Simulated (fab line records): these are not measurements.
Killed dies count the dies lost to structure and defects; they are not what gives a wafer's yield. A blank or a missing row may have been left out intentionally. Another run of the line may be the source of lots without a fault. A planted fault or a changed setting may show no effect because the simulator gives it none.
8D (eight disciplines) problem report, filled in by code ; flow gf180mcu ; the parts of the form that need people (team, actions taken, sign-off) are left out

## 1. WHAT WENT WRONG
PASSIVATION_CVD_00_THK at GF_PASSIVATION_THK_MEAS_01 reads a mean of 1518 nm on 1 wafer of 1 lot; wafers without a fault read 997 nm with a standard deviation of 13. Measured from the usual mean, that is +40 standard deviations.
The first sign was on wafer L428.6 at day 33 15:32, on filmMetro-03. The record holds 36 wafers of 12 lots with a number at this step. Rule for "out" (also "out of limits"): further than 4 standard deviations from the usual mean. The other wafers with a number count as sound.

## 2. WHAT IT IS AND WHAT IT IS NOT
question;is;is not
which readings at this step;PASSIVATION_CVD_00_THK;-
which lots;L428;L409, L410, L411, L412, L413, L414, L415, L416, L421, L423, L430
which wafers of those lots;L428.6;L428.1, L428.5
read on which gauges;filmMetro-03;filmMetro-02, filmMetro-04
when;from day 33 15:32;"up to then (32 sound wafers); but 3 sound wafers of L430 came after"

## 3. THE SUSPECTS, EACH WITH WHAT RULES IT OUT
Counting: any tool at a process step up to the reading remains a suspect provided it ran every lot that is out. Sound lots after the first of them don't rule it out here, since some wafers of a struck lot are sound.
- the gauge at GF_PASSIVATION_THK_MEAS_01 has been ruled out. All the wafers that are out were read on filmMetro-03, but those of them that GF_PASSIVATION_CVD_00 has rows for are out there too, on other tools.
- pvdSputter-04 at GF_MIM_SPUTTER_00 (material Ti, target thk 37.5 nm, time 150 s): kept. It ran the lot that is out, L428 (day 30 15:12); its last sound lot up to then is L416 (day 27 03:52).
- pecvd-02 at GF_PASSIVATION_CVD_00 (deposits SiO2 from TEOS, target thk 1000 nm, time 111.95 s): kept. It ran the lot that is out, L428 (day 33 15:28); its last sound lot up to then is L423 (day 32 16:59). Its own runLengthS readings are out on those wafers.
- Within pecvd-02 at GF_PASSIVATION_CVD_00: the wafers that are out ran in chamber 0; their sound lot-mates ran in chambers 1, 2.
What counting leaves: pvdSputter-04 at GF_MIM_SPUTTER_00 and pecvd-02 at GF_PASSIVATION_CVD_00.

## 4. THE CAUSE (what the simulator had put in)
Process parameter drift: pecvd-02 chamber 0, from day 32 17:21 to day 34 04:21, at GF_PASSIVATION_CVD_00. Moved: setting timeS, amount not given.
After counting, 2 suspects remain, this tool included.

## 5. THE CHAIN OF EFFECTS, in route order
Rows list readings where the struck wafers' mean (over those with a number) sits beyond 3 standard deviations from the usual. Scope: only readings with a usual standard deviation given in the record; hours: median across lots of the time from each lot's start at the first step in this table that gives one to its start at this step; sigmas: change in usual standard deviations.
hours;step;reading;usual;on struck wafers;change;sigmas
0;GF_PASSIVATION_CVD_00;runLengthS;139.7 s;196.2;+56.5;+99 or more
0;GF_PASSIVATION_THK_MEAS_01;PASSIVATION_CVD_00_THK;997 nm;1518;+521;+40
16;GF_PASSIVATION_ETCH_11;oesProductAu;0.962 a.u.;1.013;+0.051;+6.7
It contains these process steps:
- GF_PASSIVATION_CVD_00: deposits SiO2 from TEOS, target thk 1000 nm, time 111.95 s.
- GF_PASSIVATION_ETCH_11: etches the open film in CF4/O2, stops on TiN, target depth 1800 nm, time 400 s.

## 6. WHAT WOULD HAVE CAUGHT IT SOONER
In this record the first reading out of limits at a measuring or inspecting step was taken at day 33 15:32, 22 hours after the fault began at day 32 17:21.
At GF_PASSIVATION_CVD_00, the tool's own readings (runLengthS) were out on each struck wafer the step has a row for, so an alarm limit on them would have fired on the first such wafer.
Lots out: 1; all had begun GF_PASSIVATION_CVD_00 on pecvd-02 by day 33 15:32. Had the tool been put on hold then, not one of them would have been saved.
